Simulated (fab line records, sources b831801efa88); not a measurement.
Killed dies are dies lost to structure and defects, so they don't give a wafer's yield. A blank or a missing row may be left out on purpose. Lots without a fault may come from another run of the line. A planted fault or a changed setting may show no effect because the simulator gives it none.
Which tool did it? | flow gf180mcu | 24 lots, 72 wafers sampled, at 3 steps of a route of 602

WHAT THE GAUGES READ, wafer by wafer
GF_V2_CD_MEAS_14: target cd 260 nm.
lot  | measured     | on        | cd_nm (nm)
L074 | day 20 10:38 | cd_sem-02 | 259.5 258.6 259.3
L075 | day 20 18:55 | cd_sem-01 | 259.0 259.1 258.8
L076 | day 20 23:50 | cd_sem-02 | 261.0 260.4 258.9
L077 | day 21 08:31 | cd_sem-01 | 258.9 258.9 258.4
L078 | day 21 20:43 | cd_sem-02 | 260.9 262.5 261.5
L079 | day 22 02:20 | cd_sem-02 | 260.4 258.5 258.8
L080 | day 22 10:20 | cd_sem-02 | 260.0 260.4 259.4
L081 | day 23 00:17 | cd_sem-02 | 257.0 258.4 258.8
L082 | day 23 08:19 | cd_sem-02 | 262.2 262.9 262.0
L083 | day 23 13:07 | cd_sem-02 | 259.7 259.1 260.3
L084 | day 24 05:44 | cd_sem-02 | 257.4 258.0 256.5
L085 | day 24 11:40 | cd_sem-01 | 259.6 260.5 259.4
L086 | day 24 19:40 | cd_sem-02 | 259.5 259.1 261.0
L087 | day 25 02:07 | cd_sem-02 | 261.1 260.4 261.1
L088 | day 25 11:10 | cd_sem-02 | 259.6 259.1 259.7
L089 | day 25 18:18 | cd_sem-02 | 259.4 257.7 258.0
L090 | day 25 22:36 | cd_sem-01 | 258.8 258.4 258.3
L091 | day 26 07:15 | cd_sem-01 | 256.5 257.3 256.9
L092 | day 26 15:32 | cd_sem-01 | 258.0 256.9 257.8
L093 | day 26 20:51 | cd_sem-02 | 260.7 260.8 259.3
L094 | day 27 09:10 | cd_sem-02 | 259.6 257.8 258.0
L095 | day 27 13:55 | cd_sem-02 | 262.6 261.4 261.5
L096 | day 28 02:08 | cd_sem-02 | 258.5 258.4 259.7
L097 | day 28 09:19 | cd_sem-02 | 260.4 258.8 259.8

GF_M3_THK_MEAS_06: measures by xrf.
lot  | measured     | on            | M3_ALCU_THK (nm)
L074 | day 20 12:29 | film_metro-02 | 444 442 439
L075 | day 20 20:46 | film_metro-02 | 453 448 445
L076 | day 21 01:40 | film_metro-02 | 436 439 441
L077 | day 21 10:25 | film_metro-01 | 441 444 435
L078 | day 21 22:44 | film_metro-02 | 448 447 451
L079 | day 22 04:11 | film_metro-02 | 446 452 450
L080 | day 22 12:13 | film_metro-01 | 442 444 442
L081 | day 23 02:10 | film_metro-01 | 434 429 434
L082 | day 23 10:18 | film_metro-01 | 453 453 447
L083 | day 23 14:59 | film_metro-04 | 457 443 454
L084 | day 24 07:34 | film_metro-04 | 458 449 455
L085 | day 24 13:56 | film_metro-01 | 455 444 453
L086 | day 24 21:39 | film_metro-02 | 452 446 453
L087 | day 25 04:07 | film_metro-01 | 452 453 444
L088 | day 25 13:01 | film_metro-04 | 453 452 454
L089 | day 25 20:10 | film_metro-04 | 459 451 452
L090 | day 26 00:28 | film_metro-02 | 447 445 454
L091 | day 26 09:07 | film_metro-04 | 458 458 451
L092 | day 26 17:25 | film_metro-01 | 446 444 450
L093 | day 26 22:50 | film_metro-04 | 450 454 453
L094 | day 27 11:01 | film_metro-02 | 451 453 442
L095 | day 27 15:47 | film_metro-04 | 446 446 442
L096 | day 28 04:05 | film_metro-02 | 448 444 442
L097 | day 28 11:11 | film_metro-04 | 448 446 454

WHICH TOOL RAN EACH LOT (tool, then ch and the chambers of the sampled wafers, then the start)
lot  | GF_M3_SPUTTER_01
L074 | pvd_sputter-03, day 20 12:14
L075 | pvd_sputter-01, day 20 20:31
L076 | pvd_sputter-01, day 21 01:25
L077 | pvd_sputter-03, day 21 10:10
L078 | pvd_sputter-04, day 21 22:29
L079 | pvd_sputter-01, day 22 03:56
L080 | pvd_sputter-03, day 22 11:58
L081 | pvd_sputter-01, day 23 01:55
L082 | pvd_sputter-03, day 23 10:02
L083 | pvd_sputter-03, day 23 14:43
L084 | pvd_sputter-03, day 24 07:17
L085 | pvd_sputter-03, day 24 13:41
L086 | pvd_sputter-03, day 24 21:25
L087 | pvd_sputter-03, day 25 03:52
L088 | pvd_sputter-01, day 25 12:46
L089 | pvd_sputter-01, day 25 19:55
L090 | pvd_sputter-03, day 26 00:13
L091 | pvd_sputter-03, day 26 08:53
L092 | pvd_sputter-04, day 26 17:10
L093 | pvd_sputter-04, day 26 22:35
L094 | pvd_sputter-01, day 27 10:47
L095 | pvd_sputter-04, day 27 15:31
L096 | pvd_sputter-04, day 28 03:49
L097 | pvd_sputter-01, day 28 10:57
- GF_M3_SPUTTER_01: material TiN, target thk 30 nm, time 25 s.

WHAT THE TOOLS THEMSELVES READ (means of the sampled wafers that have a number; where no wafer has one, the mark that the record gives instead)
GF_M3_SPUTTER_01.
lot  | tool           | throttle_valve_pct (%)
L074 | pvd_sputter-03 | 30.3
L075 | pvd_sputter-01 | 30.6
L076 | pvd_sputter-01 | 29.6
L077 | pvd_sputter-03 | 29.1
L078 | pvd_sputter-04 | 30.8
L079 | pvd_sputter-01 | 28.9
L080 | pvd_sputter-03 | 30.2
L081 | pvd_sputter-01 | 30.0
L082 | pvd_sputter-03 | 29.2
L083 | pvd_sputter-03 | 29.7
L084 | pvd_sputter-03 | 30.8
L085 | pvd_sputter-03 | 29.7
L086 | pvd_sputter-03 | 30.7
L087 | pvd_sputter-03 | 30.8
L088 | pvd_sputter-01 | 30.7
L089 | pvd_sputter-01 | 29.7
L090 | pvd_sputter-03 | 30.9
L091 | pvd_sputter-03 | 30.8
L092 | pvd_sputter-04 | 29.2
L093 | pvd_sputter-04 | 30.1
L094 | pvd_sputter-01 | 29.6
L095 | pvd_sputter-04 | 29.5
L096 | pvd_sputter-04 | 29.7
L097 | pvd_sputter-01 | 29.5

THE ANSWER, worked out from the rows above alone
Rule: what is usual is taken from the lots themselves. Put in order of their means at a reading, lots are off if they are a third of the lots or fewer, leave a main group of 4 or more, and stand apart from it by a gap of 3 or more times the standard deviation of the main group's means; of several such gaps the widest counts. A main group whose means are all the same, to the digits that the tables above print for the reading, isn't used. A lot without any number at a reading at which 4 lots or more have one is off too. The other lots that the step has rows for count as sound. The gauges are gone through in route order, then the tools' own readings, and for those a lot's mean is taken as printed above. The first step at which some lot is off is used, and at that step the reading that is off furthest; a lot without a number counts as furthest.
No lot is off at any reading shown: from this, nothing can be told.

WHAT THE SIMULATOR HAD PUT IN
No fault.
